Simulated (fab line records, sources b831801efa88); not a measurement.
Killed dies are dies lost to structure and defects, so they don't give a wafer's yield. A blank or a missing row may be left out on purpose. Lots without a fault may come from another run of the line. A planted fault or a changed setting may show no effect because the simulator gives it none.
A struck lot beside a sound one | flow sky130 | 28 steps out of a route of 708
Sound: wafers L316.3, L316.5, L316.6. Struck: wafers L323.3, L323.4, L323.5. The cause comes at the end.
At each step with rows: each side's tool, then ch and its chambers, then its first start. Under that, the readings that differ: sound wafers | struck wafers | difference of the means | sigmas: that difference in standard deviations of wafers without a fault.
alike: readings whose means differ by less than 2 such deviations, and words and numbers that are the same on both sides. not compared: withheld readings, readings that some wafer has no value for, bounds like >300 that may hide the same value, and numbers for which the record gives no deviation and whose values overlap.
The two part at a step that has a row with sigmas, a row that says differs or no value, or rows on one side only. Numbers that don't overlap but have no deviation are shown without sigmas and don't part them. A reading that every wafer of one side lacks parts them only if that side has two wafers or more.

SKY_SD_N_OVL_MEAS_08:
  sound on overlay-02, day 29 04:39; struck on overlay-02, day 31 13:42
  alike: SD_N_OVL
then, 2 steps without rows for these wafers: SKY_SD_N_IMPLANT_09; SKY_SD_N_IMPLANT_10.
SKY_SD_N_STRIP_11: strips in O2/N2.
  sound on plasma_asher-03 ch 0,1, day 29 05:01; struck on plasma_asher-04 ch 0,1, day 31 14:04
  alike: drypump_motor_current_A, oes_product_au, strip_time_to_endpoint_s
  not compared: rf_hours_counter_h
SKY_SD_N_TW_MEAS_12:
  sound on film_metro-01, day 29 05:05; struck on film_metro-04, day 31 14:08
  alike: SD_N_TW
then, 1 step without rows for these wafers: SKY_SD_N_CLEAN_13 (cleans in SC1/SC2, time 150 s).
SKY_SD_N_RTA_14: time 2 s.
  sound on rtp_anneal-01 ch 0, day 29 05:12; struck on rtp_anneal-02 ch 0, day 31 14:15
  alike: lamp_power_pct, wafer_temp_C_max
SKY_SD_N_RS_MEAS_16: measures by four-point-probe.
  sound on film_metro-02, day 29 05:24; struck on film_metro-02, day 31 14:27
  alike: SD_N_RS
SKY_SD_N_RS_MEAS_17: measures by four-point-probe.
  sound on film_metro-02, day 29 05:31; struck on film_metro-02, day 31 14:34
  alike: SD_P_RS
SKY_SD_N_RS_MEAS_18: measures by four-point-probe.
  sound on film_metro-02, day 29 05:38; struck on film_metro-02, day 31 14:41
  alike: RES_XHIGH_RS
then, 1 step without rows for these wafers: SKY_SALICIDE_CLEAN_00 (cleans in HF-last, time 30 s).
SKY_LI_CONTACT_HDPCVD_00: deposits PSG, target thk 930 nm, time 155 s.
  sound on hdpcvd-02 ch 0,1, day 29 05:44; struck on hdpcvd-02 ch 0,1,2, day 31 14:47
  no value came back on the struck wafers for pressure_mtorr (mTorr), run_length_s (s); on the sound wafers pressure_mtorr (mTorr) reads 5.973 5.998 6.019
SKY_LI_CONTACT_CMP_02: polishes PSG.
  sound on cmp-02 ch 0,1,2, day 29 06:03; struck on cmp-02 ch 0,2, day 31 14:57
  reading                | sound          | struck | difference                    | sigmas
  time_to_endpoint_s (s) | 26.2 29.1 28.7 | - - -  | no value on the struck wafers |
  alike: motor_current_A, slurry_flow_ml_min
SKY_LI_CONTACT_BOW_MEAS_03:
  sound on film_metro-02, day 29 06:14; struck on film_metro-02, day 31 15:17
  alike: LI_CONTACT_BOW
then, 8 steps without rows for these wafers: SKY_LI_CONTACT_DEHYDRATE_04 (time 60 s); SKY_LI_CONTACT_HMDS_05 (prime time 60 s); SKY_LI_CONTACT_COAT_06 (resist thk 60 nm); SKY_LI_CONTACT_COAT_07 (resist thk 450 nm); SKY_LI_CONTACT_SOFTBAKE_08 (time 90 s); SKY_LI_CONTACT_EXPOSE_09 (exposes mask LICM1, target cd 170 nm); SKY_LI_CONTACT_PEB_10; SKY_LI_CONTACT_DEVELOP_11 (develop time 60 s).
SKY_LI_CONTACT_CD_MEAS_12: target cd 170 nm.
  sound on cd_sem-02, day 30 10:19; struck on cd_sem-02, day 32 18:16
  alike: cd_nm
SKY_LI_CONTACT_OVL_MEAS_13:
  sound on overlay-01, day 30 10:25; struck on overlay-02, day 32 18:22
  alike: LI_CONTACT_OVL
SKY_LI_CONTACT_ETCH_14: etches BARC in N2/H2, stops on SiO2, time 45.9 s, target depth 60 nm.
  sound on rie_diel-04 ch 0,1,3, day 30 10:26; struck on rie_diel-04 ch 0,1,2, day 32 18:23
  alike: drypump_motor_current_A, oes_product_au, throttle_valve_pct
  not compared: rf_hours_counter_h
SKY_LI_CONTACT_ETCH_15: etches PSG in C4F8/O2/Ar, stops on Si, target depth 600 nm.
  sound on rie_diel-04 ch 0,1,3, day 30 10:29; struck on rie_diel-04 ch 0,1,2, day 32 18:25
  reading                                | sound             | struck            | difference | sigmas
  oes_product_au (a.u.)                  | 0.840 0.845 0.835 | 0.380 0.377 0.382 | -0.460     | -99 or more
  model.etch.depth_nm (nm)               | 594.7 596 595.1   | 0 0 0             | -595       |
  model.LI_CONTACT.feature_depth_nm (nm) | 594.7 596 595.1   | 1e-09 1e-09 1e-09 | -6e+02     |
SKY_LI_CONTACT_STRIP_16: strips in O2/N2.
  sound on plasma_asher-03 ch 0,1, day 30 10:36; struck on plasma_asher-03 ch 0,1, day 32 18:32
  alike: drypump_motor_current_A, oes_product_au, strip_time_to_endpoint_s
  not compared: rf_hours_counter_h
-- the record jumps here: 15 days lie between the struck wafers' starts before and after (it left off in module LI_CONTACT and takes up again in module PAD_OPEN, whose first step shown is number 708 of the route) --
SKY_PAD_OPEN_PROBE_99:
  sound on prober-01, day 46 16:38; struck on prober-01, day 48 04:15
  reading             | sound    | struck      | difference | sigmas
  killed_at_M0_to_M3  | 52 39 51 | 7 11 15     | -36        | -6
  killed_at_contacts  | 25 17 27 | 482 480 474 | +456       | +81
  killed_at_front_end | 13 20 12 | 2 1 1       | -14        | -3
  killed_dies         | 92 81 93 | 492 492 492 | +403       | +45
  killed_on_rim       | 17 19 15 | 96 96 96    | +79        | +21
  killed_open         | 52 43 47 | 7 10 13     | -37        | -5
  killed_short        | 40 38 46 | 6 3 11      | -35        | -6
  alike: killed_at_M4_up, killed_at_other

WHERE THEY PART
First at SKY_LI_CONTACT_HDPCVD_00; last, within this record, at SKY_PAD_OPEN_PROBE_99.

WHY: what the simulator had put in
Skipped step whole: hdpcvd-02, from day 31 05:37 on, at SKY_LI_CONTACT_HDPCVD_00. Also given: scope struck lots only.
